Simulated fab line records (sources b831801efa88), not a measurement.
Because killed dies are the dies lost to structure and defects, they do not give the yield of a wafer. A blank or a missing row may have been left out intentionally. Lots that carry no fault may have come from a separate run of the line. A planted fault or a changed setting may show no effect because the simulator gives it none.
A lot that was struck, set against a sound lot | flow gf180mcu | 43 out of 602 route steps
Sound: these wafers, L139.1, L139.2, L139.6. Struck: wafers L154.1, L154.2, L154.6. The cause is given at the end.
For every step that has rows: the tool of each side, followed by ch and its chambers, followed by its first start. Under that, the readings that differ: sound wafers | struck wafers | difference of the means | sigmas: that difference in standard deviations of wafers without a fault.
alike: same words and numbers on both sides, and readings whose means sit less than 2 such deviations apart. not compared: any withheld reading, any reading some wafer has no value for, any bound like >300 that may hide the same value, and any number with overlapping values for which the record gives no deviation.
The two part at a step that has a row with sigmas, a row that says differs or no value, or rows on one side only. Numbers that don't overlap but have no deviation are shown without sigmas and don't part them. Lack of a reading on every wafer of one side parts them only where that side has two or more wafers.

first, 2 steps without rows for these wafers: GF_DNWELL_DEVELOP_06 (develop time 60 s); GF_DNWELL_IMPLANT_07.
GF_DNWELL_STRIP_08: strips in O2/N2.
  sound on plasma asher-02 ch 0,1, day 4 13:26; struck on plasma asher-04 ch 0,1, day 7 22:54
  alike: drypump motor current A, heater power w, oes product au, platen temp c, strip time to endpoint s
  not compared: rf hours counter h
GF_DNWELL_TW_MEAS_09:
  sound: film metro-03 at day 4 13:32; struck: film metro-02 at day 7 23:01
  alike: DNWELL_TW
then, 7 steps without rows for these wafers: GF_NWELL_DEHYDRATE_00 (time 60 s); GF_NWELL_HMDS_01 (prime time 60 s); GF_NWELL_COAT_02 (resist thk 3000 nm); GF_NWELL_SOFTBAKE_03; GF_NWELL_EXPOSE_04 (exposes mask Nwell, target cd 860 nm); GF_NWELL_PEB_05; GF_NWELL_DEVELOP_06 (develop time 60 s).
GF_NWELL_OVL_MEAS_07:
  sound: overlay-02 at day 5 04:01; struck: overlay-01 at day 8 15:38
  alike: NWELL_OVL
GF_NWELL_IMPLANT_08:
  sound on implanter-01 ch 0, day 5 04:03; struck on implanter-01 ch 0, day 8 15:40
  reading            | sound                          | struck                           | difference  | sigmas
  dose ions cm2      | 1.499e+13 1.4986e+13 1.499e+13 | 2.1473e+13 2.1457e+13 2.1458e+13 | +6.4740e+12 | +99 or more
  faraday current uA | 86.5 85.3 83.4                 | 126.2 125.3 119.0                | +38.4       | +23
  alike: end station pressure torr
following that, these wafers have no rows for 1 step: GF_NWELL_IMPLANT_09.
GF_NWELL_STRIP_10: strips in O2/N2.
  sound on plasma asher-01 ch 0,1, day 5 04:21; struck on plasma asher-01 ch 0,1, day 8 15:58
  alike: drypump motor current A, heater power w, oes product au, platen temp c, strip time to endpoint s
  not compared: rf hours counter h
GF_NWELL_TW_MEAS_11:
  sound: film metro-02 at day 5 04:27; struck: film metro-04 at day 8 16:18
  reading  | sound          | struck         | difference | sigmas
  NWELL_TW | 1584 1573 1568 | 1733 1731 1725 | +155       | +14
  not compared: hold
then, 6 steps without rows for these wafers: GF_LVPWELL_HMDS_01 (prime time 60 s); GF_LVPWELL_COAT_02 (resist thk 3000 nm); GF_LVPWELL_SOFTBAKE_03; GF_LVPWELL_EXPOSE_04 (exposes mask LVPWELL, target cd 600 nm); GF_LVPWELL_PEB_05; GF_LVPWELL_DEVELOP_06 (develop time 60 s).
GF_LVPWELL_OVL_MEAS_07:
  sound: overlay-02 at day 5 18:48; struck: overlay-01 at day 9 09:05
  alike: LVPWELL_OVL
then, 2 steps without rows for these wafers: GF_LVPWELL_IMPLANT_08; GF_LVPWELL_IMPLANT_09.
GF_LVPWELL_STRIP_10: strips in O2/N2.
  sound on plasma asher-04 ch 0,1, day 5 19:08; struck on plasma asher-03 ch 0,1, day 9 09:26
  alike: drypump motor current A, heater power w, oes product au, platen temp c, strip time to endpoint s
  not compared: rf hours counter h
GF_LVPWELL_TW_MEAS_11:
  sound: film metro-02 at day 5 19:14; struck: film metro-02 at day 9 09:32
  alike: LVPWELL_TW
then, 7 steps without rows for these wafers: GF_MVSD_DEHYDRATE_00 (time 60 s); GF_MVSD_HMDS_01 (prime time 60 s); GF_MVSD_COAT_02 (resist thk 3000 nm); GF_MVSD_SOFTBAKE_03; GF_MVSD_EXPOSE_04 (exposes mask MVSD, target cd 1000 nm); GF_MVSD_PEB_05; GF_MVSD_DEVELOP_06 (develop time 60 s).
GF_MVSD_OVL_MEAS_07:
  sound: overlay-01 at day 6 09:59; struck: overlay-01 at day 10 02:19
  alike: MVSD_OVL
then, 2 steps without rows for these wafers: GF_MVSD_IMPLANT_08; GF_MVSD_IMPLANT_09.
GF_MVSD_STRIP_10: strips in O2/N2.
  sound on plasma asher-01 ch 0,1, day 6 10:19; struck on plasma asher-01 ch 0,1, day 10 02:39
  alike: drypump motor current A, heater power w, oes product au, platen temp c, strip time to endpoint s
  not compared: rf hours counter h
GF_MVSD_TW_MEAS_11:
  sound: film metro-02 at day 6 10:25; struck: film metro-02 at day 10 02:45
  alike: MVSD_TW
then, 2 steps without rows for these wafers: GF_MVPSD_DEHYDRATE_00 (time 60 s); GF_MVPSD_HMDS_01 (prime time 60 s).
-- the record jumps here: 4 days lie between the struck wafers' starts before and after --
GF_VT_IMPLANT_RS_MEAS_47: uses a four-point probe to measure.
  sound: film metro-02 at day 9 21:06; struck: film metro-03 at day 14 04:26
  reading           | sound             | struck            | difference | sigmas
  NWELL_RS (ohm/sq) | 487.6 488.1 489.7 | 403.6 405.3 404.0 | -84.2      | -70
  not compared: hold
GF_PASSIVATION_PROBE_99:
  the record holds rows for the sound wafers here (prober-01, day 31 13:54) but none for the struck ones

== WHERE THEY PART ==
Last at GF_PASSIVATION_PROBE_99 as far as this record goes, first at GF_NWELL_IMPLANT_08.

WHY: what the simulator had put in
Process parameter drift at GF_NWELL_IMPLANT_08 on implanter-01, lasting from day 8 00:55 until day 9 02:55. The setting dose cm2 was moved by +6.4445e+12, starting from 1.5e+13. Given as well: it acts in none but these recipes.
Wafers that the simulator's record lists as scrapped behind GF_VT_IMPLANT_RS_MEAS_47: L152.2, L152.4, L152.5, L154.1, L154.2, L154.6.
